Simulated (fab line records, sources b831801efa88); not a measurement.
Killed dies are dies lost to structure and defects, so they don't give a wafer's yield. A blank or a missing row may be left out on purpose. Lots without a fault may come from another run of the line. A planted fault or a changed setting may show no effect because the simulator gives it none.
Problem report in the 8D (eight disciplines) form, filled by code | flow gf180mcu | the parts of the form that need people (team, actions taken, sign-off) are left out

1. THE PROBLEM
MVSD_TW at GF_MVSD_TW_MEAS_11 reads a mean of 1764 on 6 wafers of 2 lots; wafers without a fault read 1572 with a standard deviation of 26. That is +7.4 standard deviations from the usual mean.
First seen on wafer L789.3, day 7 01:25, on film_metro-03. The record holds 33 wafers of 11 lots with a number at this step. Rule for "out", or "out of limits": more than 4 standard deviations from the usual mean. The other wafers with a number count as sound.

2. WHAT IT IS AND WHAT IT IS NOT
question                    | is                           | is not
which readings at this step | MVSD_TW                      | -
which lots                  | L789, L790                   | L779, L781, L782, L786, L793, L798, L799, L800, L801
which wafers of those lots  | all that have a number       | -
read on which gauges        | film_metro-01, film_metro-03 | film_metro-02
when                        | from day 7 01:25             | up to then (12 sound wafers); but 15 sound wafers of L793, L798, L799, L800, L801 came after

3. SUSPECTS, AND WHAT RULES EACH OUT
Counting: a tool at a process step up to the reading stays a suspect if it ran every lot that is out and no sound lot after the first of them.
- the gauge at GF_MVSD_TW_MEAS_11: ruled out. The wafers that are out were read on 2 gauges (film_metro-01, film_metro-03).
- implanter-03 at GF_MVSD_IMPLANT_08: ruled out as a lasting fault. Sound lots L801 ran on it after its first lot that is out, L789 (day 7 01:02).
Left after counting: nothing in the record.

4. THE CAUSE (what the simulator had put in)
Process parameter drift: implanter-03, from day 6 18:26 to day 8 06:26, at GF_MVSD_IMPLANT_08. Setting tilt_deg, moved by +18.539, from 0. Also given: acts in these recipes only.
Counting ruled it out, wrongly: the rule takes a fault to strike every lot that its tool runs from its start on, and this one did not.

5. THE CHAIN OF EFFECTS, in route order
Each row: a reading whose mean over the struck wafers that have a number lies more than 3 standard deviations from the usual. Only readings for which the record gives a usual standard deviation are gone through. hours: the time from each lot's start at the first step in this table that gives one to its start at this step, as a median over the lots. sigmas: the change in usual standard deviations.
hours | step               | reading  | usual         | on struck wafers | change  | sigmas
0     | GF_MVSD_IMPLANT_08 | tilt_deg | 0.000 degrees | 18.542           | +18.542 | +99 or more
0     | GF_MVSD_TW_MEAS_11 | MVSD_TW  | 1572          | 1764             | +192    | +7.4
The process steps in it:
- GF_MVSD_IMPLANT_08
Readings that are blank on the struck wafers while sound wafers have them: MVSD_RS at GF_VT_IMPLANT_RS_MEAS_46.

6. WHAT WOULD HAVE CAUGHT IT SOONER
In this record the first reading out of limits at a measuring or inspecting step was taken at day 7 01:25, 7 hours after the fault began at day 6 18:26.
The tool's own readings at GF_MVSD_IMPLANT_08 were out on every struck wafer that the step has a row for (tilt_deg): an alarm limit on them would have fired on the first of those.
